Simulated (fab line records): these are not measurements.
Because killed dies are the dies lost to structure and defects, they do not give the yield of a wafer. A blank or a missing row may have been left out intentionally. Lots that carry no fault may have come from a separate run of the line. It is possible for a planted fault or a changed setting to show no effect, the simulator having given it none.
The tool behind it: which one? / flow sky130 / Sampling: 10 lots, 30 wafers, 5 of 708 route steps

== WHAT THE GAUGES SHOWED, per wafer ==
SKY_VT_ADJUST_PCH_TW_MEAS_10.
lot=L959; measured=day 10 07:30; on=film_metro-01; VT_ADJUST_PCH_TW=141.9 142.1 142.5
lot=L964; measured=day 12 05:22; on=film_metro-01; VT_ADJUST_PCH_TW=142.9 144.1 143.5
lot=L972; measured=day 14 19:32; on=film_metro-04; VT_ADJUST_PCH_TW=142.7 143.1 143.3
lot=L974; measured=day 15 02:38; on=film_metro-03; VT_ADJUST_PCH_TW=142.8 142.9 143.9
lot=L975; measured=day 15 06:08; on=film_metro-01; VT_ADJUST_PCH_TW=143.1 142.7 144.0
lot=L976; measured=day 15 21:21; on=film_metro-03; VT_ADJUST_PCH_TW=143.3 143.5 143.2
lot=L978; measured=day 17 00:44; on=film_metro-01; VT_ADJUST_PCH_TW=142.3 142.9 142.6
lot=L979; measured=day 17 01:34; on=film_metro-01; VT_ADJUST_PCH_TW=142.0 143.4 142.4
lot=L980; measured=day 17 07:02; on=film_metro-03; VT_ADJUST_PCH_TW=143.3 142.7 143.1
lot=L981; measured=day 17 15:12; on=film_metro-04; VT_ADJUST_PCH_TW=143.6 143.4 143.3

SKY_SONOS_TUNNEL_OVL_MEAS_08.
lot=L959; measured=day 11 06:47; on=overlay-01; SONOS_TUNNEL_OVL (nm)=1.1 1.1 1.7
lot=L964; measured=day 13 05:34; on=overlay-01; SONOS_TUNNEL_OVL (nm)=2.1 1.3 2.5
lot=L972; measured=day 15 22:04; on=overlay-02; SONOS_TUNNEL_OVL (nm)=1.8 1.4 0.6
lot=L974; measured=day 16 06:11; on=overlay-02; SONOS_TUNNEL_OVL (nm)=-0.2 0.3 2.1
lot=L975; measured=day 16 09:22; on=overlay-02; SONOS_TUNNEL_OVL (nm)=1.6 1.0 2.9
lot=L976; measured=day 17 01:41; on=overlay-02; SONOS_TUNNEL_OVL (nm)=1.0 0.0 0.4
lot=L978; measured=day 18 06:20; on=overlay-01; SONOS_TUNNEL_OVL (nm)=-0.4 -0.1 -1.7
lot=L979; measured=day 18 07:11; on=overlay-02; SONOS_TUNNEL_OVL (nm)=0.0 0.1 -1.5
lot=L980; measured=day 18 12:37; on=overlay-01; SONOS_TUNNEL_OVL (nm)=1.6 2.4 2.7
lot=L981; measured=day 18 21:29; on=overlay-01; SONOS_TUNNEL_OVL (nm)=3.0 3.4 1.8

SKY_SONOS_ONO_THK_MEAS_05.
lot=L959; measured=day 11 14:01; on=film_metro-02; SONOS_ONO_CVD_04_THK (nm)=5.81 5.78 5.75
lot=L964; measured=day 13 10:29; on=film_metro-04; SONOS_ONO_CVD_04_THK (nm)=5.53 5.54 5.59
lot=L972; measured=day 16 04:29; on=film_metro-02; SONOS_ONO_CVD_04_THK (nm)=5.71 5.79 5.71
lot=L974; measured=day 16 11:23; on=film_metro-02; SONOS_ONO_CVD_04_THK (nm)=5.74 5.84 5.76
lot=L975; measured=day 16 14:10; on=film_metro-02; SONOS_ONO_CVD_04_THK (nm)=5.75 5.70 5.74
lot=L976; measured=day 17 09:34; on=film_metro-02; SONOS_ONO_CVD_04_THK (nm)=5.85 5.78 5.85
lot=L978; measured=day 18 11:14; on=film_metro-04; SONOS_ONO_CVD_04_THK (nm)=5.57 5.60 5.68
lot=L979; measured=day 18 14:34; on=film_metro-03; SONOS_ONO_CVD_04_THK (nm)=5.64 5.62 5.67
lot=L980; measured=day 18 19:56; on=film_metro-03; SONOS_ONO_CVD_04_THK (nm)=5.78 5.70 5.73
lot=L981; measured=day 19 02:23; on=film_metro-03; SONOS_ONO_CVD_04_THK (nm)=5.99 5.81 5.86

SKY_POLY_GATE_THK_MEAS_04.
lot=L959; measured=day 14 23:02; on=film_metro-03; POLY_GATE_CVD_03_THK (nm)=75.0 75.0 75.5
lot=L964; measured=day 17 06:35; on=film_metro-03; POLY_GATE_CVD_03_THK (nm)=57.1 54.5 54.8
lot=L972; measured=day 20 08:07; on=film_metro-04; POLY_GATE_CVD_03_THK (nm)=75.3 75.7 74.6
lot=L974; measured=day 20 13:17; on=film_metro-04; POLY_GATE_CVD_03_THK (nm)=74.8 74.8 74.8
lot=L975; measured=day 20 21:35; on=film_metro-01; POLY_GATE_CVD_03_THK (nm)=74.2 73.3 74.1
lot=L976; measured=day 21 15:26; on=film_metro-03; POLY_GATE_CVD_03_THK (nm)=75.3 74.4 73.8
lot=L978; measured=day 22 15:53; on=film_metro-01; POLY_GATE_CVD_03_THK (nm)=73.9 74.8 74.5
lot=L979; measured=day 22 19:45; on=film_metro-03; POLY_GATE_CVD_03_THK (nm)=75.3 74.7 75.3
lot=L980; measured=day 23 01:03; on=film_metro-01; POLY_GATE_CVD_03_THK (nm)=75.5 75.4 75.1
lot=L981; measured=day 23 07:37; on=film_metro-03; POLY_GATE_CVD_03_THK (nm)=74.3 74.5 74.4

== WHICH TOOL RAN EACH LOT (tool, then ch and the chambers of the sampled wafers, then the start) ==
lot=L959; SKY_POLY_GATE_CVD_03=lpcvd-02 ch 0, day 14 21:40
lot=L964; SKY_POLY_GATE_CVD_03=lpcvd-02 ch 1, day 17 05:13
lot=L972; SKY_POLY_GATE_CVD_03=lpcvd-02 ch 0, day 20 06:46
lot=L974; SKY_POLY_GATE_CVD_03=lpcvd-02 ch 0, day 20 11:55
lot=L975; SKY_POLY_GATE_CVD_03=lpcvd-02 ch 0, day 20 20:14
lot=L976; SKY_POLY_GATE_CVD_03=lpcvd-02 ch 1, day 21 12:22
lot=L978; SKY_POLY_GATE_CVD_03=lpcvd-02 ch 0, day 22 13:50
lot=L979; SKY_POLY_GATE_CVD_03=lpcvd-02 ch 1, day 22 17:41
lot=L980; SKY_POLY_GATE_CVD_03=lpcvd-02 ch 1, day 22 23:01
lot=L981; SKY_POLY_GATE_CVD_03=lpcvd-02 ch 0, day 23 05:34
- SKY_POLY_GATE_CVD_03: deposits Si3N4 from DCS/NH3, target thk 75 nm, time 1290 s.

== AS READ BY THE TOOLS THEMSELVES (means over the sampled wafers that have a number; for cases with no such wafer, the mark the record gives instead) ==
SKY_POLY_GATE_CVD_03.
lot=L959; tool=lpcvd-02; spike_tc_bottom_C (C)=787.4; spike_tc_centre_C (C)=770.4; spike_tc_lower_C (C)=769.5; spike_tc_top_C (C)=783.1; zone_power_bottom_pct (%)=16.7; zone_power_lower_pct (%)=10.54
lot=L964; tool=lpcvd-02; spike_tc_bottom_C (C)=798.2; spike_tc_centre_C (C)=776.7; spike_tc_lower_C (C)=733.2; spike_tc_top_C (C)=785.0; zone_power_bottom_pct (%)=22.8; zone_power_lower_pct (%)=2.14
lot=L972; tool=lpcvd-02; spike_tc_bottom_C (C)=787.3; spike_tc_centre_C (C)=770.6; spike_tc_lower_C (C)=769.5; spike_tc_top_C (C)=782.9; zone_power_bottom_pct (%)=16.9; zone_power_lower_pct (%)=10.63
lot=L974; tool=lpcvd-02; spike_tc_bottom_C (C)=787.3; spike_tc_centre_C (C)=771.1; spike_tc_lower_C (C)=770.0; spike_tc_top_C (C)=783.2; zone_power_bottom_pct (%)=16.7; zone_power_lower_pct (%)=10.69
lot=L975; tool=lpcvd-02; spike_tc_bottom_C (C)=788.6; spike_tc_centre_C (C)=770.8; spike_tc_lower_C (C)=770.3; spike_tc_top_C (C)=783.3; zone_power_bottom_pct (%)=16.6; zone_power_lower_pct (%)=10.67
lot=L976; tool=lpcvd-02; spike_tc_bottom_C (C)=791.9; spike_tc_centre_C (C)=773.0; spike_tc_lower_C (C)=770.7; spike_tc_top_C (C)=785.9; zone_power_bottom_pct (%)=19.0; zone_power_lower_pct (%)=10.99
lot=L978; tool=lpcvd-02; spike_tc_bottom_C (C)=786.6; spike_tc_centre_C (C)=772.1; spike_tc_lower_C (C)=769.6; spike_tc_top_C (C)=782.9; zone_power_bottom_pct (%)=16.9; zone_power_lower_pct (%)=10.53
lot=L979; tool=lpcvd-02; spike_tc_bottom_C (C)=792.8; spike_tc_centre_C (C)=772.0; spike_tc_lower_C (C)=769.1; spike_tc_top_C (C)=785.6; zone_power_bottom_pct (%)=19.0; zone_power_lower_pct (%)=10.92
lot=L980; tool=lpcvd-02; spike_tc_bottom_C (C)=792.7; spike_tc_centre_C (C)=772.3; spike_tc_lower_C (C)=769.5; spike_tc_top_C (C)=785.1; zone_power_bottom_pct (%)=19.1; zone_power_lower_pct (%)=11.01
lot=L981; tool=lpcvd-02; spike_tc_bottom_C (C)=787.9; spike_tc_centre_C (C)=770.6; spike_tc_lower_C (C)=770.7; spike_tc_top_C (C)=783.5; zone_power_bottom_pct (%)=16.7; zone_power_lower_pct (%)=10.58

== THE ANSWER, worked out from the rows above alone ==
Rule: the usual values come from the lots themselves. Put in order of their means at a reading, lots are off if they are a third of the lots or fewer, leave a main group of 4 or more, and stand apart from it by a gap of 3 or more times the standard deviation of the main group's means; of several such gaps the widest counts. The tables above print the reading to a certain number of digits; a main group whose means all agree to those digits is not used. A lot without any number at a reading at which 4 lots or more have one is off too. The other lots that the step has rows for count as sound. Order of review: gauges by route order, followed by the tools' own readings, for which a lot's mean as printed above is used. The first step at which some lot is off is used, and at that step the reading that is off furthest; a lot without a number counts as furthest.
Off: L964, at SKY_POLY_GATE_THK_MEAS_04 (POLY_GATE_CVD_03_THK). The main group has a mean of 74.8 nm with a standard deviation of 0.46.
A tool fits if, at a process step before that reading, it ran every lot that is off, and no sound lot after the first of them. The gauges at SKY_POLY_GATE_THK_MEAS_04 aren't tried: what is off there is off at SKY_POLY_GATE_CVD_03 too, on other tools, and a gauge's error can't cause that. Of those tried, none fits.

== WHAT THE SIMULATOR HAD PUT IN ==
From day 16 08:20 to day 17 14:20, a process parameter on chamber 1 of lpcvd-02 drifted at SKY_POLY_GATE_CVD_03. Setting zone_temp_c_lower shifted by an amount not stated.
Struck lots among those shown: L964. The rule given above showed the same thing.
